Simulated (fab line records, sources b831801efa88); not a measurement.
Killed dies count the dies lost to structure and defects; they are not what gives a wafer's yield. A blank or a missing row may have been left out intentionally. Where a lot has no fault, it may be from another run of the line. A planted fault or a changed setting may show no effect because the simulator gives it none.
Matching of chambers ; flow gf180mcu ; 3 sister chambers for GF_V4_CVD_02 on pecvd-03
The step deposits SiO2 from TEOS, target thk 850 nm, time 94.851 s. 14 wafers are shown with their chamber, then 7 later ones without.

WAFERS WITH THEIR CHAMBER
wafer;chamber;heater-power-w (W)
L786.2;0;653
L786.4;2;579
L786.6;0;671
L789.2;2;747
L789.3;0;576
L789.6;1;772
L792.1;1;665
L792.2;0;654
L792.6;1;729
L793.1;0;644
L793.4;2;578
L793.6;0;670
L796.1;1;672
L796.3;2;690

SIGNATURES, as means of the wafers listed above
reading;chamber 0;chamber 1;chamber 2;scatter within a chamber
heater-power-w;644.67;709.50;648.50;56.5
Rule: a wafer lies at a distance from a chamber equal to the root of the sum of squares, over the readings, of (its reading less the chamber's mean, divided by the reading's scatter). If the next closest chamber is less than 2 further off than the closest, the wafer can't be placed; otherwise it belongs to the closest. The scatter is the square root of a quotient: the sum, over the shown wafers, of each reading's squared deviation from its chamber's mean, divided by wafers minus chambers.

WAFERS WITHOUT THEIR CHAMBER
wafer;heater-power-w (W)
L796.4;714
L805.1;694
L805.4;733
L805.5;637
L807.1;728
L807.3;609
L807.6;658

CHAMBER TAKEN BY EACH
wafer;from the rows above;in truth
L796.4;can't be placed: 1 or 2 or 0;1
L805.1;can't be placed: 1 or 2 or 0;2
L805.4;can't be placed: 1 or 2 or 0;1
L805.5;can't be placed: 0 or 2 or 1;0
L807.1;can't be placed: 1 or 2 or 0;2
L807.3;can't be placed: 0 or 2 or 1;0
L807.6;can't be placed: 2 or 0 or 1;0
Placed correctly: 0 of 7. Not placeable from these rows: 7 (in 7, the candidates include the true chamber). Wrongly placed: 0.
